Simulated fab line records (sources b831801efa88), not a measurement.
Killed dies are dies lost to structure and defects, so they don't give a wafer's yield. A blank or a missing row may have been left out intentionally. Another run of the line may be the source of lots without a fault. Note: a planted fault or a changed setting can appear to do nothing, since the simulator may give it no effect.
Which tool did it? -- flow sky130 -- 14 lots, 42 wafers sampled, at 2 steps of a route of 708

WHAT THE GAUGES READ, wafer by wafer
Not one reading of a measure or inspect step in the record can be checked against a usual standard deviation.

WHAT TOOL EACH LOT RAN ON (gives the tool, then ch and the chambers of the sampled wafers, and finally the start)
lot,SKY_SONOS_ONO_SOFTBAKE_09,SKY_PAD_OPEN_PROBE_99
L371,"litho track-03 ch 0, day 11 22:27",-
L372,"litho track-02 ch 0, day 12 06:57",-
L375,"litho track-02 ch 0, day 13 03:12",-
L376,"litho track-02 ch 0, day 13 13:28",-
L378,"litho track-03 ch 0, day 14 02:58","prober-02, day 47 12:52"
L379,"litho track-02 ch 0, day 14 13:37","prober-01, day 47 18:11"
L384,"litho track-03 ch 0, day 16 07:24","prober-01, day 48 20:31"
L385,"litho track-01 ch 0, day 16 18:07",-
L386,"litho track-01 ch 0, day 16 22:04",-
L389,"litho track-01 ch 0, day 17 19:56",-
L390,"litho track-02 ch 0, day 18 14:24",-
L391,"litho track-03 ch 0, day 18 23:57","prober-01, day 50 10:26"
L392,"litho track-02 ch 0, day 19 09:48",-
L394,"litho track-03 ch 0, day 20 18:30",-
- SKY_SONOS_ONO_SOFTBAKE_09: time 60 s.
- SKY_PAD_OPEN_PROBE_99

AS READ BY THE TOOLS THEMSELVES (means over the sampled wafers that have a number; for cases with no such wafer, the mark the record gives instead)
SKY_SONOS_ONO_SOFTBAKE_09. Usual: heater power total W 56.60 W, standard deviation 0.041; resist line temp C 23.02 C, standard deviation 0.12; run length s 89.30 s, standard deviation 0.17.
lot,tool,heater power total W (W),resist line temp C (C),run length s (s),flag
L371,litho track-03,56.61,23.01,89.37,
L372,litho track-02,56.63,23.07,89.55,
L375,litho track-02,56.60,23.04,89.46,
L376,litho track-02,58.11,23.07,84.84,OFF
L378,litho track-03,56.60,23.08,89.28,
L379,litho track-02,58.10,22.84,84.74,OFF
L384,litho track-03,56.62,22.91,89.34,
L385,litho track-01,56.60,22.90,89.34,
L386,litho track-01,56.60,23.01,89.21,
L389,litho track-01,56.60,22.88,89.16,
L390,litho track-02,56.62,23.05,89.37,
L391,litho track-03,56.60,23.15,89.33,
L392,litho track-02,56.60,22.92,89.53,
L394,litho track-03,56.58,23.13,89.38,

SKY_PAD_OPEN_PROBE_99. Usual: killed_at_M0_to_M3 44, standard deviation 7.2; killed_at_M4_up 3.4, standard deviation 2.1; killed at contacts 24, standard deviation 5.5; killed at front end 15, standard deviation 4.6; killed at other 0.4, standard deviation 0.64; killed dies 86, standard deviation 9.1; killed open 47, standard deviation 7.5; killed short 39, standard deviation 5.8.
lot,tool,killed_at_M0_to_M3,killed_at_M4_up,killed at contacts,killed at front end,killed at other,killed dies,killed open,killed short,flag
L378,prober-02,39,5.3,25,18,0.3,87,46,41,
L379,prober-01,42,2.7,20,15,0.7,81,46,35,
L384,prober-01,48,3.3,28,15,1.0,95,54,40,
L391,prober-01,45,2.3,24,10,0.3,81,42,39,

THE ANSWER, worked out from the rows above alone
Rule: a lot counts as off when the mean over its wafers that have a number is more than 3 standard deviations away from the usual mean. Also off: a lot with no number at a reading for which 4 or more lots have one. All remaining lots with rows at the step are treated as sound. Order of review: gauges by route order, followed by the tools' own readings, for which a lot's mean as printed above is used. The first step at which some lot is off is used, and at that step the reading that is off furthest; a lot without a number counts as furthest.
Off: L376, L379 (SKY_SONOS_ONO_SOFTBAKE_09, heater power total W).
A tool fits if, at that step or a process step before it, it ran every lot that is off, and no sound lot after the first of them. None of those tried fits.

WHAT HAD BEEN PUT IN BY THE SIMULATOR
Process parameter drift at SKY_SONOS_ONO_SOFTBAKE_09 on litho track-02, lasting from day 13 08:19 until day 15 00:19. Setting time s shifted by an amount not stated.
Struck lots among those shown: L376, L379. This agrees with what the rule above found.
